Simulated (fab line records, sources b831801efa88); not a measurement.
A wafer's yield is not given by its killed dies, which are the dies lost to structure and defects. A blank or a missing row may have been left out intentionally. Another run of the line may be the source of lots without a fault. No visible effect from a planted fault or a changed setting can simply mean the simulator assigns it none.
Matching of chambers / flow gf180mcu / GF_CONTACT_CMP_04 on cmp-02 has 4 sister chambers
The step polishes SiO2. 4 wafers are shown with their chamber, then 7 later ones without.

WAFERS PAIRED WITH THEIR CHAMBERS
wafer=L784.2; chamber=1; motor current A (A)=14.3
wafer=L790.6; chamber=2; motor current A (A)=11.6
wafer=L792.1; chamber=0; motor current A (A)=12.6
wafer=L792.4; chamber=3; motor current A (A)=11.5

WAFERS WHOSE CHAMBER IS MISSING
wafer=L792.6; motor current A (A)=13.9
wafer=L793.1; motor current A (A)=14.2
wafer=L793.2; motor current A (A)=11.9
wafer=L793.6; motor current A (A)=10.8
wafer=L794.1; motor current A (A)=12.1
wafer=L794.2; motor current A (A)=11.8
wafer=L794.4; motor current A (A)=11.7

WHICH CHAMBER EACH ONE RAN IN
wafer=L792.6; from the rows above=1; in truth=1
wafer=L793.1; from the rows above=1; in truth=1
wafer=L793.2; from the rows above=can't be placed: 2 or 3 or 0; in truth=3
wafer=L793.6; from the rows above=can't be placed: 3 or 2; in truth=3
wafer=L794.1; from the rows above=can't be placed: 0 or 2 or 3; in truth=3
wafer=L794.2; from the rows above=can't be placed: 2 or 3 or 0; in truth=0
wafer=L794.4; from the rows above=can't be placed: 2 or 3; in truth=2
Correct placement for 2 of the 7. Not placeable from these rows: 5 (in 5, the candidates include the true chamber). Placed wrongly: 0.
How it was worked out, from the rows above alone: a wafer's distance from a chamber is the root of the sum, over the readings, of the square of ((its reading less the chamber's mean) divided by the reading's scatter). The wafer belongs to the nearest chamber; if the next one is less than 2 further off, it can't be placed. A chamber's mean is the mean of its shown wafers. The scatter: root of mean squared gap, hidden wafer to nearest shown wafer, with one shown wafer a chamber.
